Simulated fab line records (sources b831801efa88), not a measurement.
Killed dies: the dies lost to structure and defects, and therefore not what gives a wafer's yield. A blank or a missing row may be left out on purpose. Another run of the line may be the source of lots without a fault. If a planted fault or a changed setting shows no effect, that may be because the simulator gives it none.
A struck lot beside a sound one	flow sky130	43 steps out of a route of 708
Sound: these wafers, L136.3, L136.4, L136.6. Struck: wafer L123.5. (L123.1, L123.6 of the same lot were not struck and are left out.) The cause comes at the end.
Order at every step that has rows: each side's tool, ch and its chambers, its first start. Under that, the readings that differ: sound wafers	struck wafers	difference of the means	sigmas: that difference in standard deviations of wafers without a fault.
alike: readings whose means differ by less than 2 such deviations, and words and numbers that are the same on both sides. not compared: withheld readings, readings that some wafer has no value for, bounds like >300 that may hide the same value, and numbers for which the record gives no deviation and whose values overlap.
The two part at a step that has a row with sigmas, a row that says differs or no value, or rows on one side only. When numbers do not overlap yet have no deviation, they are printed without sigmas and do not part them. Lack of a reading on every wafer of one side parts them only where that side has two or more wafers.

first, 2 steps without rows for these wafers: SKY_METAL4_PEB_11; SKY_METAL4_DEVELOP_12 (develop time 60 s).
SKY_METAL4_CD_MEAS_13: the cd target is 300 nm.
  sound: cd-sem-02 at day 48 06:34; struck: cd-sem-01 at day 45 00:36
  alike: cd-nm
SKY_METAL4_OVL_MEAS_14:
  sound: overlay-01 at day 48 06:40; struck: overlay-01 at day 45 00:43
reading	sound	struck	difference	sigmas
METAL4_OVL (nm)	-11 -6 0	7	+13	+3
then, 8 steps without rows for these wafers: SKY_METAL4_DESCUM_15 (chemistry O2, time 8 s); SKY_METAL4_ETCH_16 (etches BARC in N2/H2, stops on SiO2, time 88.2 s, target depth 60 nm); SKY_METAL4_ETCH_17 (etches SiO2 in C4F8/O2/Ar, stops on TiN, time 3.9 s, target depth 15 nm); SKY_METAL4_METAL_ETCH_18 (etches the open film in Cl2/BCl3, stops on SiO2, target depth 845 nm, time 183.1 s); SKY_METAL4_STRIP_19 (strips in O2/N2); SKY_METAL4_STRIP_20 (strips in post etch residue remover, time 1200 s); SKY_METAL4_CLEAN_21 (cleans in IPA, time 180 s); SKY_METAL4_CLEAN_22 (cleans in O3/DIW).
SKY_VIA4_HDPCVD_00: deposits SiO2, target thk 1750 nm, time 291.7 s.
  sound on hdpcvd-01 ch 0,2, day 48 07:36; struck on hdpcvd-01 ch 0,1,2, day 45 01:41
SKY_VIA4_THK_MEAS_01:
  sound: film-metro-01 at day 48 07:48; struck: film-metro-02 at day 45 01:52
  alike: VIA4_HDPCVD_THK
SKY_VIA4_CMP_02: polishes SiO2.
  sound on cmp-01 ch 1,2, day 48 07:50; struck on cmp-01 ch 0, day 45 02:01
  alike: motor-current-A
SKY_VIA4_BOW_MEAS_03:
  sound: film-metro-03 at day 48 08:11; struck: film-metro-02 at day 45 02:13
  alike: VIA4_BOW
then, 7 steps without rows for these wafers: SKY_VIA4_DEHYDRATE_04 (time 60 s); SKY_VIA4_HMDS_05 (prime time 60 s); SKY_VIA4_COAT_06 (resist thk 1140 nm); SKY_VIA4_SOFTBAKE_07 (time 60 s); SKY_VIA4_EXPOSE_08 (exposes mask VIM4, target cd 800 nm); SKY_VIA4_PEB_09; SKY_VIA4_DEVELOP_10 (develop time 60 s).
SKY_VIA4_OVL_MEAS_11:
  sound: overlay-01 at day 49 03:17; struck: overlay-01 at day 45 22:31
  alike: VIA4_OVL
then, 1 step without rows for these wafers: SKY_VIA4_ETCH_12 (etches SiO2 in C4F8/O2/Ar, stops on TiN, target depth 580 nm).
SKY_VIA4_STRIP_13: strips in O2/N2.
  sound on plasma-asher-01 ch 0,1, day 49 03:25; struck on plasma-asher-01 ch 1, day 45 22:38
reading	sound	struck	difference	sigmas
strip-time-to-endpoint-s (s)	12.79 12.76 12.81	12.85	+0.06	+2
  alike: drypump-motor-current-A, oes-product-au
  not compared: rf-hours-counter-h
then, 4 steps without rows for these wafers: SKY_VIA4_STRIP_14 (strips in post etch residue remover, time 1200 s); SKY_VIA4_CLEAN_15 (cleans in IPA, time 180 s); SKY_VIA4_CLEAN_16 (cleans in O3/DIW); SKY_VIA4_SPUTTER_17 (material TiN, target thk 20 nm, time 80 s).
SKY_VIA4_CVD_18: deposits W, target thk 505 nm, time 152.14 s.
  sound on cvd-w-02 ch 0,1, day 49 04:05; struck on cvd-w-02 ch 1, day 45 23:17
  alike: heater-power-w
SKY_VIA4_RS_MEAS_19: measures by four-point-probe.
  sound: film-metro-03 at day 49 04:14; struck: film-metro-03 at day 45 23:26
  alike: VIA4_W_RS
SKY_VIA4_THK_MEAS_20: measures by xrf.
  sound: film-metro-03 at day 49 04:20; struck: film-metro-03 at day 45 23:34
  alike: VIA4_W_THK
then, 2 steps without rows for these wafers: SKY_VIA4_CMP_21 (polishes, stops on SiO2, t overpolish 25 s, target thk 0 nm); SKY_METAL5_SPUTTER_00 (material Ti, target thk 15 nm, time 10 s).
SKY_METAL5_SPUTTER_01: material TiN, target thk 20 nm, time 16.7 s.
  sound: pvd-sputter-04 at day 49 04:41; struck: pvd-sputter-03 at day 45 23:56
  alike: cathode-dc-power-W, throttle-valve-pct
then, 1 step without rows for these wafers: SKY_METAL5_SPUTTER_02 (material AlCu, target thk 1150 nm, time 61.2 s).
SKY_METAL5_SPUTTER_03: material Ti, target thk 5 nm, time 3.3 s.
  sound: pvd-sputter-04 at day 49 04:46; struck: pvd-sputter-03 at day 46 00:01
  alike: cathode-dc-power-W, throttle-valve-pct
then, 1 step without rows for these wafers: SKY_METAL5_SPUTTER_04 (material TiN, target thk 70 nm, time 58.3 s).
SKY_METAL5_RS_MEAS_05: measures by four-point-probe.
  sound: film-metro-02 at day 49 04:52; struck: film-metro-03 at day 46 00:05
  alike: METAL5_ALCU_RS
SKY_METAL5_THK_MEAS_06: measures by xrf.
  sound: film-metro-02 at day 49 04:58; struck: film-metro-03 at day 46 00:13
  alike: METAL5_ALCU_THK
then, 1 step without rows for these wafers: SKY_METAL5_DEHYDRATE_07 (time 60 s).
-- the record jumps here: 3 days lie between the struck wafers' starts before and after (it left off in module METAL5 and takes up again in module PAD_OPEN, whose first step shown is number 708 of the route) --
SKY_PAD_OPEN_PROBE_99:
  sound: prober-01 at day 51 09:18; struck: prober-01 at day 48 16:28
reading	sound	struck	difference	sigmas
defect-limited-yield (%)	82.7 78.3 84.1	77.2	-4.5	-2
killed_at_M4_up	4 5 1	25	+22	+12
killed-dies	85 107 78	112	+22	+2
sort_bin_5_function (%)	8.5 14.0 8.3	14.2	+3.9	+3
sort-n-pass	407 385 414	380	-22	-2
sort-yield-pct (%)	82.7 78.3 84.1	77.2	-4.5	-2
model.etest.tester.sort-n-pass	407 385 414	380	-22	
model.etest.tester.sort-yield-pct (%)	82.72 78.25 84.15	77.24	-4.47	
model.etest.tester.sort_bin_5_pct (%)	8.537 14.02 8.333	14.23	+3.93	
model.etest.tester.sort_bin_3_pct (%)	1.22 0.6098 1.22	1.423	+0.406	
  alike: killed_at_M0_to_M3, killed-at-contacts, killed-at-front-end, killed-at-other, killed-open, killed-short, sort_bin_3_pad_short, sort_bin_6_memory

WHERE THEY PART
Last at SKY_PAD_OPEN_PROBE_99 as far as this record goes, first at SKY_METAL4_OVL_MEAS_14.

WHY: the cause the simulator had injected
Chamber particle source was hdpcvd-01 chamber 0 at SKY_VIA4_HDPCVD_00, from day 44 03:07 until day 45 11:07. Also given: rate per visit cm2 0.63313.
